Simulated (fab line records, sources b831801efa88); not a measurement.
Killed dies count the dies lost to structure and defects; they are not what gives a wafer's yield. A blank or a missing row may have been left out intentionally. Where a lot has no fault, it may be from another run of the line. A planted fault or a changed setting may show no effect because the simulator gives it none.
Matching of chambers | flow gf180mcu | cmp-01 running GF_V1_CMP_26: 4 sister chambers
The step polishes, stops on SiO2, t overpolish 15 s, target thk 0 nm. 4 wafers are shown with their chamber, then 7 later ones without.

== WAFERS PAIRED WITH THEIR CHAMBERS ==
wafer  | chamber | motor_current_A (A)
L221.4 | 3       | 11.6
L222.1 | 2       | 11.8
L223.2 | 0       | 9.8
L223.3 | 1       | 11.1

== WAFERS MISSING THEIR CHAMBER ==
wafer  | motor_current_A (A)
L223.6 | 13.0
L232.1 | 12.1
L232.3 | 10.3
L232.4 | 11.7
L234.1 | 12.0
L234.3 | 10.9
L234.4 | 10.0

== WHICH CHAMBER EACH ONE RAN IN ==
wafer  | from the rows above               | in truth
L223.6 | can't be placed: 2 or 3 or 1      | 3
L232.1 | can't be placed: 2 or 3 or 1      | 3
L232.3 | can't be placed: 0 or 1 or 3 or 2 | 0
L232.4 | can't be placed: 3 or 2 or 1      | 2
L234.1 | can't be placed: 2 or 3 or 1      | 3
L234.3 | can't be placed: 1 or 3 or 2 or 0 | 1
L234.4 | can't be placed: 0 or 1           | 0
Correct placement for 0 of the 7. These rows do not allow placing 7 (true chamber among the candidates in 7). 0 placed wrongly.
How it was worked out, from the rows above alone: a wafer's distance from a chamber is the root of the sum, over the readings, of the square of ((its reading less the chamber's mean) divided by the reading's scatter). If the next closest chamber is less than 2 further off than the closest, the wafer can't be placed; otherwise it belongs to the closest. For every chamber, the mean is computed from those of its wafers that are shown. The scatter: with one shown wafer a chamber, the root of the mean of the squares of how far each hidden wafer lies from its nearest shown one.
